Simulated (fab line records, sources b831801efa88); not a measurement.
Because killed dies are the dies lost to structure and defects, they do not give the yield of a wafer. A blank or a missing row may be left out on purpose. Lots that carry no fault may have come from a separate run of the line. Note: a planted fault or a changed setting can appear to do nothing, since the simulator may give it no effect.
Which of the tools did it? + flow gf180mcu + Sampling: 13 lots, 39 wafers, 4 of 602 route steps

== WHAT THE GAUGES READ, wafer by wafer ==
No reading from a measuring or inspecting step in the record can be judged against a usual standard deviation.

== WHAT TOOL EACH LOT RAN ON (gives the tool, then ch and the chambers of the sampled wafers, and finally the start) ==
| lot  | GF_HV_LDD_STRIP_22                   | GF_M2_SPUTTER_02             | GF_V2_CVD_02                    | GF_V3_ETCH_16                      |
|------|--------------------------------------|------------------------------|---------------------------------|------------------------------------|
| L642 | plasma-asher-01 ch 0,1, day 10 19:44 | pvd-sputter-04, day 18 06:46 | pecvd-04 ch 1,2, day 19 08:00   | rie-diel-02 ch 1,2,3, day 22 12:40 |
| L643 | plasma-asher-01 ch 0,1, day 11 06:41 | pvd-sputter-04, day 18 19:18 | pecvd-03 ch 0,1,2, day 19 20:41 | rie-diel-02 ch 1,2,3, day 23 00:22 |
| L644 | plasma-asher-01 ch 0,1, day 11 11:26 | pvd-sputter-01, day 19 03:09 | pecvd-04 ch 0,1,2, day 20 04:00 | rie-diel-04 ch 1,2,3, day 23 07:31 |
| L645 | plasma-asher-01 ch 1, day 11 21:21   | pvd-sputter-01, day 19 13:27 | pecvd-04 ch 0,1,2, day 20 14:22 | rie-diel-02 ch 1,2, day 23 16:01   |
| L654 | plasma-asher-03 ch 0,1, day 14 23:11 | pvd-sputter-01, day 23 02:16 | pecvd-04 ch 0,1, day 24 02:20   | rie-diel-02 ch 1,2,3, day 27 00:46 |
| L655 | plasma-asher-01 ch 0,1, day 15 04:25 | pvd-sputter-04, day 23 10:52 | pecvd-04 ch 0,1,2, day 24 10:30 | rie-diel-04 ch 1,2, day 27 04:49   |
| L656 | plasma-asher-01 ch 1, day 15 13:18   | pvd-sputter-01, day 23 19:22 | pecvd-01 ch 1,2, day 24 18:48   | rie-diel-04 ch 0,1,3, day 27 13:25 |
| L658 | plasma-asher-02 ch 0,1, day 16 03:42 | pvd-sputter-01, day 24 10:48 | pecvd-03 ch 0,1, day 25 09:48   | rie-diel-01 ch 0,1,2, day 28 02:37 |
| L659 | plasma-asher-03 ch 1, day 16 16:43   | pvd-sputter-01, day 25 04:25 | pecvd-01 ch 0,1, day 26 02:13   | rie-diel-04 ch 0,1,3, day 28 18:19 |
| L661 | plasma-asher-01 ch 0,1, day 17 00:26 | pvd-sputter-04, day 25 07:25 | pecvd-04 ch 0,2, day 26 05:35   | rie-diel-04 ch 0,1,3, day 28 21:56 |
| L662 | plasma-asher-01 ch 0, day 17 11:11   | pvd-sputter-04, day 25 17:28 | pecvd-04 ch 0,2, day 26 15:44   | rie-diel-04 ch 0,1,3, day 29 05:28 |
| L663 | plasma-asher-03 ch 0,1, day 17 19:45 | pvd-sputter-01, day 26 03:04 | pecvd-03 ch 0,1, day 27 00:02   | rie-diel-01 ch 0,3, day 29 13:58   |
| L664 | plasma-asher-02 ch 0,1, day 18 04:55 | pvd-sputter-01, day 26 07:42 | pecvd-03 ch 0,1, day 27 05:35   | rie-diel-02 ch 1,2, day 29 20:19   |
- GF_HV_LDD_STRIP_22: strips in O2/N2.
- GF_M2_SPUTTER_02: material AlCu, target thk 450 nm, time 23.9 s.
- GF_V2_CVD_02: deposits SiO2 from TEOS, target thk 850 nm, time 94.851 s.
- GF_V3_ETCH_16: etches BARC in N2/H2.

== AS READ BY THE TOOLS THEMSELVES (means over the sampled wafers that have a number; for cases with no such wafer, the mark the record gives instead) ==
GF_HV_LDD_STRIP_22. Usual: drypump-motor-current-A 6.0 A, standard deviation 0.31; heater-power-w 344 W, standard deviation 38; oes-product-au 0.716 a.u., standard deviation 0.0043; platen-temp-c 249.99 C, standard deviation 0.17; strip-time-to-endpoint-s 12.633 s, standard deviation 0.029.
| lot  | tool            | drypump-motor-current-A (A) | heater-power-w (W) | oes-product-au (a.u.) | platen-temp-c (C) | strip-time-to-endpoint-s (s) | flag |
|------|-----------------|-----------------------------|--------------------|-----------------------|-------------------|------------------------------|------|
| L642 | plasma-asher-01 | 5.9                         | 384                | 0.718                 | 250.03            | 12.598                       |      |
| L643 | plasma-asher-01 | 5.9                         | 381                | 0.716                 | 250.09            | 12.637                       |      |
| L644 | plasma-asher-01 | 5.9                         | 396                | 0.749                 | 253.46            | 11.765                       | OFF  |
| L645 | plasma-asher-01 | 5.6                         | 394                | 0.748                 | 253.18            | 11.808                       | OFF  |
| L654 | plasma-asher-03 | 5.9                         | 298                | 0.715                 | 249.88            | 12.600                       |      |
| L655 | plasma-asher-01 | 5.9                         | 381                | 0.717                 | 250.07            | 12.671                       |      |
| L656 | plasma-asher-01 | 5.6                         | 380                | 0.715                 | 250.17            | 12.632                       |      |
| L658 | plasma-asher-02 | 6.0                         | 354                | 0.717                 | 250.15            | 12.645                       |      |
| L659 | plasma-asher-03 | 5.7                         | 315                | 0.717                 | 250.14            | 12.603                       |      |
| L661 | plasma-asher-01 | 5.9                         | 384                | 0.720                 | 249.88            | 12.657                       |      |
| L662 | plasma-asher-01 | 6.5                         | 383                | 0.718                 | 249.99            | 12.641                       |      |
| L663 | plasma-asher-03 | 5.8                         | 309                | 0.713                 | 250.07            | 12.654                       |      |
| L664 | plasma-asher-02 | 6.0                         | 349                | 0.713                 | 249.91            | 12.659                       |      |

GF_M2_SPUTTER_02. Usual: throttle-valve-pct at 30.1 %, with a standard deviation of 0.8.
| lot  | tool           | throttle-valve-pct (%) | flag |
|------|----------------|------------------------|------|
| L642 | pvd-sputter-04 | 29.8                   |      |
| L643 | pvd-sputter-04 | 31.2                   |      |
| L644 | pvd-sputter-01 | 29.6                   |      |
| L645 | pvd-sputter-01 | 29.5                   |      |
| L654 | pvd-sputter-01 | 30.2                   |      |
| L655 | pvd-sputter-04 | 30.8                   |      |
| L656 | pvd-sputter-01 | 29.9                   |      |
| L658 | pvd-sputter-01 | 29.6                   |      |
| L659 | pvd-sputter-01 | 29.9                   |      |
| L661 | pvd-sputter-04 | 30.9                   |      |
| L662 | pvd-sputter-04 | 30.8                   |      |
| L663 | pvd-sputter-01 | 30.1                   |      |
| L664 | pvd-sputter-01 | 29.8                   |      |

GF_V2_CVD_02. Usual: heater-power-outer-w 401 W, standard deviation 51; heater-power-w 684 W, standard deviation 77.
| lot  | tool     | heater-power-outer-w (W) | heater-power-w (W) | flag |
|------|----------|--------------------------|--------------------|------|
| L642 | pecvd-04 | 457                      | 747                |      |
| L643 | pecvd-03 | 386                      | 651                |      |
| L644 | pecvd-04 | 432                      | 723                |      |
| L645 | pecvd-04 | 425                      | 696                |      |
| L654 | pecvd-04 | 429                      | 692                |      |
| L655 | pecvd-04 | 428                      | 715                |      |
| L656 | pecvd-01 | 359                      | 653                |      |
| L658 | pecvd-03 | 420                      | 718                |      |
| L659 | pecvd-01 | 434                      | 761                |      |
| L661 | pecvd-04 | 381                      | 650                |      |
| L662 | pecvd-04 | 370                      | 647                |      |
| L663 | pecvd-03 | 384                      | 651                |      |
| L664 | pecvd-03 | 431                      | 738                |      |

GF_V3_ETCH_16. Usual: drypump-motor-current-A 5.8 A, standard deviation 0.36; oes-product-au 0.854 a.u., standard deviation 0.0048; throttle-valve-pct 13.225 %, standard deviation 0.0089.
| lot  | tool        | drypump-motor-current-A (A) | oes-product-au (a.u.) | throttle-valve-pct (%) | flag |
|------|-------------|-----------------------------|-----------------------|------------------------|------|
| L642 | rie-diel-02 | 5.9                         | 0.856                 | 13.235                 |      |
| L643 | rie-diel-02 | 5.9                         | 0.857                 | 13.223                 |      |
| L644 | rie-diel-04 | 5.8                         | 0.855                 | 13.212                 |      |
| L645 | rie-diel-02 | 5.9                         | 0.859                 | 13.230                 |      |
| L654 | rie-diel-02 | 5.9                         | 0.854                 | 13.220                 |      |
| L655 | rie-diel-04 | 5.9                         | 0.853                 | 13.237                 |      |
| L656 | rie-diel-04 | 5.6                         | 0.854                 | 13.222                 |      |
| L658 | rie-diel-01 | 6.1                         | 0.856                 | 13.228                 |      |
| L659 | rie-diel-04 | 5.6                         | 0.853                 | 13.221                 |      |
| L661 | rie-diel-04 | 5.6                         | 0.858                 | 13.225                 |      |
| L662 | rie-diel-04 | 5.6                         | 0.856                 | 13.225                 |      |
| L663 | rie-diel-01 | 5.6                         | 0.853                 | 13.227                 |      |
| L664 | rie-diel-02 | 5.9                         | 0.859                 | 13.226                 |      |

== THE ANSWER, worked out from the rows above alone ==
Rule: a lot counts as off when the mean over its wafers that have a number is more than 3 standard deviations away from the usual mean. A lot without any number at a reading at which 4 lots or more have one is off too. All remaining lots with rows at the step are treated as sound. Order of review: gauges by route order, followed by the tools' own readings, for which a lot's mean as printed above is used. The first step at which some lot is off is used, and at that step the reading that is off furthest; a lot without a number counts as furthest.
Off: L644, L645 (GF_HV_LDD_STRIP_22, strip-time-to-endpoint-s).
If a tool, at that step or one of the process steps before it, ran each lot that is off and ran no sound lot following the first of them, it fits. Not one of the candidates tried fits.

== WHAT WAS PUT IN BY THE SIMULATOR ==
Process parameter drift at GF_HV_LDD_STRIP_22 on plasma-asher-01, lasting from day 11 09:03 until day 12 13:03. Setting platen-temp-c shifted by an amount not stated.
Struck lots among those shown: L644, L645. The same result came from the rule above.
